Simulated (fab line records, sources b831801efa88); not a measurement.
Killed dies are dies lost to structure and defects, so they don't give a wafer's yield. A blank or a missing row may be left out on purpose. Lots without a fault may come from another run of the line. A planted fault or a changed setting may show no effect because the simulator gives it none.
Which tool did it? | flow gf180mcu | 14 lots, 42 wafers sampled, at 6 steps of a route of 602

WHAT THE GAUGES READ, wafer by wafer
GF_VT_IMPLANT_RS_MEAS_46: measures by four-point-probe.
lot  | measured     | on            | MVSD_RS (ohm/sq)
L515 | day 7 15:17  | film_metro-01 | 455.5 456.7 454.3
L516 | day 7 21:58  | film_metro-03 | 455.3 454.8 456.4
L517 | day 8 01:23  | film_metro-04 | 455.9 457.7 456.0
L519 | day 8 15:49  | film_metro-04 | 457.4 456.4 457.0
L520 | day 8 18:34  | film_metro-04 | 458.3 457.1 456.4
L521 | day 9 04:56  | film_metro-04 | 454.6 456.1 455.2
L523 | day 9 18:41  | film_metro-04 | 460.3 457.8 460.0
L524 | day 10 01:48 | film_metro-03 | 453.2 454.6 452.9
L532 | day 12 01:26 | film_metro-01 | 133.3 132.9 132.9
L533 | day 12 13:37 | film_metro-01 | 133.1 132.8 133.1
L535 | day 13 00:16 | film_metro-04 | 455.4 455.0 454.3
L536 | day 13 06:39 | film_metro-01 | 456.1 457.1 456.2
L537 | day 13 13:19 | film_metro-03 | 457.4 456.2 458.3
L538 | day 13 23:15 | film_metro-04 | 456.9 455.4 457.0

GF_VT_IMPLANT_RS_MEAS_47: measures by four-point-probe.
lot  | measured     | on            | NWELL_RS (ohm/sq)
L515 | day 7 15:25  | film_metro-01 | 487.4 489.1 486.7
L516 | day 7 22:05  | film_metro-03 | 485.1 484.0 484.3
L517 | day 8 01:31  | film_metro-04 | 486.7 487.5 488.0
L519 | day 8 15:56  | film_metro-04 | 490.6 489.6 489.9
L520 | day 8 18:41  | film_metro-04 | 485.9 488.4 487.8
L521 | day 9 05:03  | film_metro-04 | 488.4 486.3 487.3
L523 | day 9 18:49  | film_metro-04 | 488.0 488.0 488.2
L524 | day 10 01:55 | film_metro-03 | 490.1 488.1 489.5
L532 | day 12 01:34 | film_metro-01 | 133.2 133.3 133.1
L533 | day 12 13:44 | film_metro-01 | 133.2 133.1 133.3
L535 | day 13 00:23 | film_metro-04 | 487.0 487.4 487.8
L536 | day 13 06:46 | film_metro-01 | 487.8 488.0 486.3
L537 | day 13 13:26 | film_metro-03 | 488.2 488.0 486.3
L538 | day 13 23:22 | film_metro-04 | 489.9 488.8 490.2

GF_VT_IMPLANT_RS_MEAS_48: measures by four-point-probe.
lot  | measured     | on            | LVPWELL_RS (ohm/sq)
L515 | day 7 15:32  | film_metro-01 | 1197 1197 1196
L516 | day 7 22:12  | film_metro-03 | 1196 1201 1195
L517 | day 8 01:38  | film_metro-04 | 1198 1196 1199
L519 | day 8 16:04  | film_metro-04 | 1194 1194 1194
L520 | day 8 18:48  | film_metro-04 | 1198 1195 1199
L521 | day 9 05:10  | film_metro-04 | 1199 1202 1201
L523 | day 9 18:56  | film_metro-04 | 1202 1204 1201
L524 | day 10 02:02 | film_metro-03 | 1193 1193 1189
L532 | day 12 01:41 | film_metro-01 | 133 133 133
L533 | day 12 13:51 | film_metro-01 | 133 133 133
L535 | day 13 00:31 | film_metro-04 | 1197 1198 1197
L536 | day 13 06:53 | film_metro-01 | 1198 1199 1198
L537 | day 13 13:34 | film_metro-03 | 1199 1198 1201
L538 | day 13 23:29 | film_metro-04 | 1193 1194 1195

GF_V3_CD_MEAS_14: target cd 260 nm.
lot  | measured     | on        | cd_nm (nm)
L515 | day 22 09:53 | cd_sem-01 | 257.0 259.0 258.9
L516 | day 23 03:04 | cd_sem-02 | 261.7 260.9 259.9
L517 | day 23 04:32 | cd_sem-02 | 260.3 261.2 259.3
L519 | day 23 21:58 | cd_sem-01 | 258.7 257.8 258.0
L520 | day 24 06:56 | cd_sem-01 | 259.4 259.6 259.4
L521 | day 24 19:32 | cd_sem-01 | 260.0 261.0 260.2
L523 | day 25 16:05 | cd_sem-01 | 259.8 260.4 260.3
L524 | day 25 13:28 | cd_sem-02 | 262.0 260.2 260.2
L535 | day 28 17:01 | cd_sem-01 | 261.9 261.5 259.8
L536 | day 29 00:03 | cd_sem-02 | 260.0 259.9 260.4
L537 | day 29 05:49 | cd_sem-02 | 258.6 257.5 257.9
L538 | day 29 17:07 | cd_sem-01 | 259.0 259.0 258.6

WHICH TOOL RAN EACH LOT (tool, then ch and the chambers of the sampled wafers, then the start)
lot  | GF_VT_IMPLANT_RTA_45             | GF_V2_SPUTTER_22
L515 | rtp_anneal-02 ch 0, day 7 15:11  | pvd_sputter-04, day 20 08:50
L516 | rtp_anneal-01 ch 0, day 7 21:51  | pvd_sputter-04, day 21 02:26
L517 | rtp_anneal-02 ch 0, day 8 01:17  | pvd_sputter-03, day 21 04:04
L519 | rtp_anneal-01 ch 0, day 8 15:43  | pvd_sputter-04, day 21 22:23
L520 | rtp_anneal-02 ch 0, day 8 18:28  | pvd_sputter-04, day 22 08:04
L521 | rtp_anneal-02 ch 0, day 9 04:50  | pvd_sputter-03, day 22 21:30
L523 | rtp_anneal-02 ch 0, day 9 18:35  | pvd_sputter-03, day 23 19:07
L524 | rtp_anneal-01 ch 0, day 10 01:42 | pvd_sputter-03, day 23 15:39
L532 | rtp_anneal-02, day 12 01:20      | -
L533 | rtp_anneal-02, day 12 13:30      | -
L535 | rtp_anneal-01 ch 0, day 13 00:10 | pvd_sputter-03, day 26 22:48
L536 | rtp_anneal-02 ch 0, day 13 06:33 | pvd_sputter-03, day 27 05:52
L537 | rtp_anneal-01 ch 0, day 13 13:13 | pvd_sputter-03, day 27 12:02
L538 | rtp_anneal-02 ch 0, day 13 23:07 | pvd_sputter-03, day 28 00:25
- GF_VT_IMPLANT_RTA_45: time 30 s.
- GF_V2_SPUTTER_22: material TiN, target thk 10 nm, time 40 s.

WHAT THE TOOLS THEMSELVES READ (means of the sampled wafers that have a number; where no wafer has one, the mark that the record gives instead)
GF_VT_IMPLANT_RTA_45.
lot  | tool          | anneal_temp_c_max | chamber_o2_ppm | lamp_power_pct (%) | wafer_temp_C_max
L515 | rtp_anneal-02 | 1054.2            | 2.033          | 34                 | 1058.3
L516 | rtp_anneal-01 | 1054.7            | 1.990          | 43                 | 1059.3
L517 | rtp_anneal-02 | 1053.8            | 2.007          | 34                 | 1058.1
L519 | rtp_anneal-01 | 1054.4            | 1.998          | 43                 | 1058.4
L520 | rtp_anneal-02 | 1054.3            | 2.021          | 34                 | 1059.5
L521 | rtp_anneal-02 | 1054.1            | 1.990          | 34                 | 1060.4
L523 | rtp_anneal-02 | 1054.0            | 2.019          | 34                 | 1060.7
L524 | rtp_anneal-01 | 1053.8            | 1.995          | 43                 | 1059.8
L532 | rtp_anneal-02 | -                 | -              | -                  | -
L533 | rtp_anneal-02 | -                 | -              | -                  | -
L535 | rtp_anneal-01 | 1054.8            | 2.010          | 43                 | 1059.6
L536 | rtp_anneal-02 | 1053.9            | 1.985          | 34                 | 1063.6
L537 | rtp_anneal-01 | 1053.9            | 2.005          | 43                 | 1058.5
L538 | rtp_anneal-02 | 1054.4            | 1.998          | 34                 | 1057.7

GF_V2_SPUTTER_22.
lot  | tool           | cathode_dc_power_W (W) | throttle_valve_pct (%)
L515 | pvd_sputter-04 | 3999.4                 | 30.5
L516 | pvd_sputter-04 | 4000.2                 | 30.4
L517 | pvd_sputter-03 | 4000.2                 | 29.3
L519 | pvd_sputter-04 | 4000.3                 | 31.1
L520 | pvd_sputter-04 | 4001.0                 | 31.1
L521 | pvd_sputter-03 | 4000.1                 | 29.8
L523 | pvd_sputter-03 | 3999.4                 | 29.1
L524 | pvd_sputter-03 | 4000.0                 | 29.6
L535 | pvd_sputter-03 | 4000.9                 | 30.0
L536 | pvd_sputter-03 | 4000.2                 | 29.9
L537 | pvd_sputter-03 | 4000.0                 | 29.3
L538 | pvd_sputter-03 | 4000.0                 | 29.4

THE ANSWER, worked out from the rows above alone
Rule: what is usual is taken from the lots themselves. Put in order of their means at a reading, lots are off if they are a third of the lots or fewer, leave a main group of 4 or more, and stand apart from it by a gap of 3 or more times the standard deviation of the main group's means; of several such gaps the widest counts. A main group whose means are all the same, to the digits that the tables above print for the reading, isn't used. A lot without any number at a reading at which 4 lots or more have one is off too. The other lots that the step has rows for count as sound. The gauges are gone through in route order, then the tools' own readings, and for those a lot's mean is taken as printed above. The first step at which some lot is off is used, and at that step the reading that is off furthest; a lot without a number counts as furthest.
Off: L532, L533, at GF_VT_IMPLANT_RS_MEAS_46 (MVSD_RS). The main group: mean 456.3 ohm/sq, standard deviation 1.4.
A tool fits if, at a process step before that reading, it ran every lot that is off, and no sound lot after the first of them. The gauges at GF_VT_IMPLANT_RS_MEAS_46 aren't tried: what is off there is off at GF_VT_IMPLANT_RTA_45 too, on other tools, and a gauge's error can't cause that. None of those tried fits.

WHAT THE SIMULATOR HAD PUT IN
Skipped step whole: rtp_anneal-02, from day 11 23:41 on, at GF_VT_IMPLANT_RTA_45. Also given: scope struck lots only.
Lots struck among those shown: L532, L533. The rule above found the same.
